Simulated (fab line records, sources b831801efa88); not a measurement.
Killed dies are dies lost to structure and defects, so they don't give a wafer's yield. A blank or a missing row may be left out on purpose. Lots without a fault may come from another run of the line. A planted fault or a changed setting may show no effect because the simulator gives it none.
Chamber matching | flow sky130 | SKY_VIA3_ETCH_15 on rie_diel-02: 4 sister chambers
The step etches SiO2 in C4F8/O2/Ar, stops on TiN, target depth 507 nm, time 78 s. 8 wafers are shown with their chamber, then 10 later ones without.

WAFERS WITH THEIR CHAMBER
wafer  | chamber | chamber_pressure_mTorr (mTorr) | oes_product_au (a.u.)
L079.1 | 1       | 39.97                          | 0.947
L086.2 | 2       | 39.98                          | 0.958
L086.6 | 0       | 39.95                          | 0.947
L088.3 | 1       | 39.97                          | 0.941
L088.4 | 3       | 40.05                          | 0.953
L088.5 | 2       | 40.00                          | 0.947
L089.4 | 0       | 40.01                          | 0.939
L089.5 | 3       | 39.99                          | 0.941

WAFERS WITHOUT THEIR CHAMBER
wafer  | chamber_pressure_mTorr (mTorr) | oes_product_au (a.u.)
L089.6 | 40.00                          | 0.948
L092.2 | 40.00                          | 0.950
L092.3 | 39.99                          | 0.944
L092.5 | 40.04                          | 0.949
L095.3 | 40.00                          | 0.949
L095.4 | 39.97                          | 0.943
L095.5 | 40.03                          | 0.950
L097.1 | 40.07                          | 0.932
L097.3 | 40.07                          | 0.949
L097.4 | 39.95                          | 0.946

WHICH CHAMBER EACH WENT THROUGH
wafer  | from the rows above               | in truth
L089.6 | can't be placed: 3 or 2 or 0 or 1 | 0
L092.2 | can't be placed: 2 or 3 or 0 or 1 | 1
L092.3 | can't be placed: 0 or 1 or 3 or 2 | 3
L092.5 | can't be placed: 3 or 2 or 0 or 1 | 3
L095.3 | can't be placed: 2 or 3 or 0 or 1 | 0
L095.4 | can't be placed: 1 or 0 or 2 or 3 | 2
L095.5 | can't be placed: 3 or 2 or 0 or 1 | 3
L097.1 | can't be placed: 3 or 0 or 1 or 2 | 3
L097.3 | can't be placed: 3 or 2 or 0 or 1 | 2
L097.4 | can't be placed: 1 or 0 or 2 or 3 | 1
Placed correctly: 0 of 10. Can't be placed from these rows: 10 (the true chamber is among the candidates in 10). Placed wrongly: 0.
How it was worked out, from the rows above alone: a wafer's distance from a chamber is the root of the sum, over the readings, of the square of ((its reading less the chamber's mean) divided by the reading's scatter). The wafer belongs to the nearest chamber; if the next one is less than 2 further off, it can't be placed. A chamber's mean is the mean of its shown wafers. The scatter: the root of (the sum of the squares of (reading less its chamber's mean) over the shown wafers, divided by (wafers less chambers)).
